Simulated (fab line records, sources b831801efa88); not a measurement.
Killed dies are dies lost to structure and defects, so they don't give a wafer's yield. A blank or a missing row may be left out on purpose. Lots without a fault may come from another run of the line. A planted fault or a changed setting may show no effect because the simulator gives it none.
Which tool did it? | flow sky130 | 12 lots, 36 wafers sampled, at 7 steps of a route of 708

WHAT THE GAUGES READ, wafer by wafer
SKY_FIELD_ISO_THK_MEAS_04.
lot  | measured    | on            | FIELD_ISO_CVD_03_THK (nm)
L756 | day 1 14:42 | film_metro-04 | 164.3 165.5 165.7
L759 | day 2 04:59 | film_metro-03 | 164.2 165.4 164.8
L760 | day 2 10:47 | film_metro-04 | 161.9 161.7 159.8
L762 | day 2 20:40 | film_metro-03 | 163.5 162.6 164.0
L763 | day 3 03:32 | film_metro-03 | 165.0 166.0 165.1
L772 | day 4 22:01 | film_metro-03 | 163.7 163.8 164.1
L773 | day 5 02:29 | film_metro-01 | 164.5 166.0 164.2
L774 | day 5 09:31 | film_metro-03 | 165.3 166.0 164.7
L775 | day 5 13:04 | film_metro-04 | 166.6 167.3 165.6
L776 | day 5 18:23 | film_metro-04 | 165.9 166.9 167.4
L777 | day 5 22:29 | film_metro-01 | 165.6 167.9 166.3
L778 | day 6 04:05 | film_metro-03 | 165.1 165.0 167.1

SKY_FIELD_ISO_CD_MEAS_13: target cd 150 nm.
lot  | measured    | on        | cd_nm (nm)
L756 | day 2 05:27 | cd_sem-02 | 148.5 149.2 149.5
L759 | day 2 20:37 | cd_sem-02 | 149.1 151.2 151.1
L760 | day 3 01:43 | cd_sem-01 | 147.9 148.7 148.2
L762 | day 3 12:03 | cd_sem-01 | 148.1 147.9 148.1
L763 | day 3 18:34 | cd_sem-01 | 147.3 149.0 148.0
L772 | day 5 15:34 | cd_sem-01 | 148.8 148.5 150.3
L773 | day 5 20:51 | cd_sem-01 | 147.5 146.6 146.3
L774 | day 6 03:56 | cd_sem-01 | 149.1 148.6 149.0
L775 | day 6 07:40 | cd_sem-01 | 146.9 147.1 146.8
L776 | day 6 13:47 | cd_sem-02 | 152.1 151.3 149.1
L777 | day 6 17:09 | cd_sem-01 | 150.6 151.0 150.5
L778 | day 6 23:40 | cd_sem-01 | 149.7 150.9 152.2

SKY_POLY_GATE_CD_MEAS_13: target cd 150 nm.
lot  | measured     | on        | cd_nm (nm)
L756 | day 15 23:33 | cd_sem-01 | 150.4 149.1 148.5
L759 | day 18 13:12 | cd_sem-01 | 149.9 149.9 151.3
L760 | day 19 08:20 | cd_sem-01 | 151.5 150.3 150.9
L762 | day 19 11:24 | cd_sem-01 | 147.8 147.7 147.4
L763 | day 19 20:33 | cd_sem-02 | 152.4 151.1 149.6
L772 | day 22 04:17 | cd_sem-01 | 149.5 149.3 147.9
L773 | day 22 11:29 | cd_sem-02 | 149.8 148.9 148.3
L774 | day 22 20:49 | cd_sem-02 | 152.3 152.6 152.9
L775 | day 23 03:34 | cd_sem-02 | 150.1 151.0 149.9
L776 | day 23 19:08 | cd_sem-02 | 151.1 150.1 151.1
L777 | day 24 02:32 | cd_sem-01 | 150.6 149.5 150.1
L778 | day 24 06:07 | cd_sem-01 | 150.2 152.0 150.3

SKY_LDD_P_CD_MEAS_07: target cd 380 nm.
lot  | measured     | on        | cd_nm (nm)
L756 | day 18 11:50 | cd_sem-02 | 381.2 384.4 381.0
L759 | day 21 06:49 | cd_sem-02 | 381.9 384.7 384.6
L760 | day 22 00:14 | cd_sem-01 | 378.6 380.4 379.5
L762 | day 22 03:55 | cd_sem-01 | 382.9 382.7 384.4
L763 | day 22 13:07 | cd_sem-01 | - - -
L772 | day 24 19:59 | cd_sem-01 | 377.3 377.3 377.5
L773 | day 25 02:19 | cd_sem-01 | 386.2 384.4 381.0
L774 | day 25 10:43 | cd_sem-01 | 376.1 376.1 378.1
L775 | day 25 18:37 | cd_sem-02 | 379.6 381.7 380.6
L776 | day 26 09:04 | cd_sem-02 | 383.8 387.6 384.3
L777 | day 26 16:58 | cd_sem-02 | 381.8 379.4 382.6
L778 | day 26 19:07 | cd_sem-01 | 380.8 382.7 379.8

SKY_LDD_P_TW_MEAS_11.
lot  | measured     | on            | LDD_P_TW
L756 | day 18 12:14 | film_metro-02 | 640 640 644
L759 | day 21 07:13 | film_metro-02 | 638 636 638
L760 | day 22 00:36 | film_metro-02 | 644 641 642
L762 | day 22 04:19 | film_metro-02 | 642 641 647
L763 | day 22 13:31 | film_metro-03 | 30 30 30
L772 | day 24 20:23 | film_metro-03 | 637 636 638
L773 | day 25 02:43 | film_metro-03 | 635 636 637
L774 | day 25 11:07 | film_metro-02 | 643 645 643
L775 | day 25 19:01 | film_metro-03 | 638 638 636
L776 | day 26 09:28 | film_metro-04 | 640 640 641
L777 | day 26 17:22 | film_metro-02 | 638 639 637
L778 | day 26 19:31 | film_metro-04 | 638 641 640

SKY_LDD_HVP_TW_MEAS_10.
lot  | measured     | on            | LDD_HVP_TW
L756 | day 21 01:59 | film_metro-01 | 457.1 456.8 456.0
L759 | day 23 20:40 | film_metro-03 | 456.2 455.7 456.5
L760 | day 24 13:29 | film_metro-01 | 460.5 458.3 459.8
L762 | day 24 16:48 | film_metro-01 | 459.6 461.1 457.6
L763 | day 25 01:42 | film_metro-03 | 698.5 699.7 698.2
L772 | day 27 08:02 | film_metro-03 | 455.5 456.6 456.6
L773 | day 27 14:07 | film_metro-02 | 461.3 458.6 460.9
L774 | day 27 21:44 | film_metro-03 | 458.0 457.9 457.5
L775 | day 28 05:20 | film_metro-01 | 454.1 453.2 454.7
L776 | day 28 19:39 | film_metro-03 | 458.2 458.3 454.7
L777 | day 29 03:00 | film_metro-03 | 455.5 454.5 455.8
L778 | day 29 05:20 | film_metro-02 | 457.9 461.6 461.3

WHICH TOOL RAN EACH LOT (tool, then ch and the chambers of the sampled wafers, then the start)
lot  | SKY_LDD_P_EXPOSE_04
L756 | iline_stepper-02 ch 0, day 17 21:16
L759 | iline_stepper-01 ch 0, day 20 15:11
L760 | iline_stepper-02 ch 0, day 21 09:50
L762 | iline_stepper-01 ch 0, day 21 13:03
L763 | iline_stepper-01 ch 0, day 21 22:01
L772 | iline_stepper-02 ch 0, day 24 05:28
L773 | iline_stepper-01 ch 0, day 24 11:44
L774 | iline_stepper-02 ch 0, day 24 20:28
L775 | iline_stepper-01 ch 0, day 25 03:51
L776 | iline_stepper-01 ch 0, day 25 18:55
L777 | iline_stepper-01 ch 0, day 26 02:29
L778 | iline_stepper-01 ch 0, day 26 04:41
- SKY_LDD_P_EXPOSE_04: exposes mask PSDM, target cd 380 nm.

WHAT THE TOOLS THEMSELVES READ (means of the sampled wafers that have a number; where no wafer has one, the mark that the record gives instead)
The record holds no such reading with a usual standard deviation.

THE ANSWER, worked out from the rows above alone
Rule: what is usual is taken from the lots themselves. Put in order of their means at a reading, lots are off if they are a third of the lots or fewer, leave a main group of 4 or more, and stand apart from it by a gap of 3 or more times the standard deviation of the main group's means; of several such gaps the widest counts. A main group whose means are all the same, to the digits that the tables above print for the reading, isn't used. A lot without any number at a reading at which 4 lots or more have one is off too. The other lots that the step has rows for count as sound. The gauges are gone through in route order, then the tools' own readings, and for those a lot's mean is taken as printed above. The first step at which some lot is off is used, and at that step the reading that is off furthest; a lot without a number counts as furthest.
Off: L763, at SKY_LDD_P_CD_MEAS_07 (cd_nm). Without a number there: L763. The main group: mean 381.4 nm, standard deviation 2.6.
A tool fits if, at a process step before that reading, it ran every lot that is off, and no sound lot after the first of them. The gauges at SKY_LDD_P_CD_MEAS_07 aren't tried: what is off there is off at SKY_LDD_P_TW_MEAS_11 too, on other tools, and a gauge's error can't cause that. None of those tried fits.

WHAT THE SIMULATOR HAD PUT IN
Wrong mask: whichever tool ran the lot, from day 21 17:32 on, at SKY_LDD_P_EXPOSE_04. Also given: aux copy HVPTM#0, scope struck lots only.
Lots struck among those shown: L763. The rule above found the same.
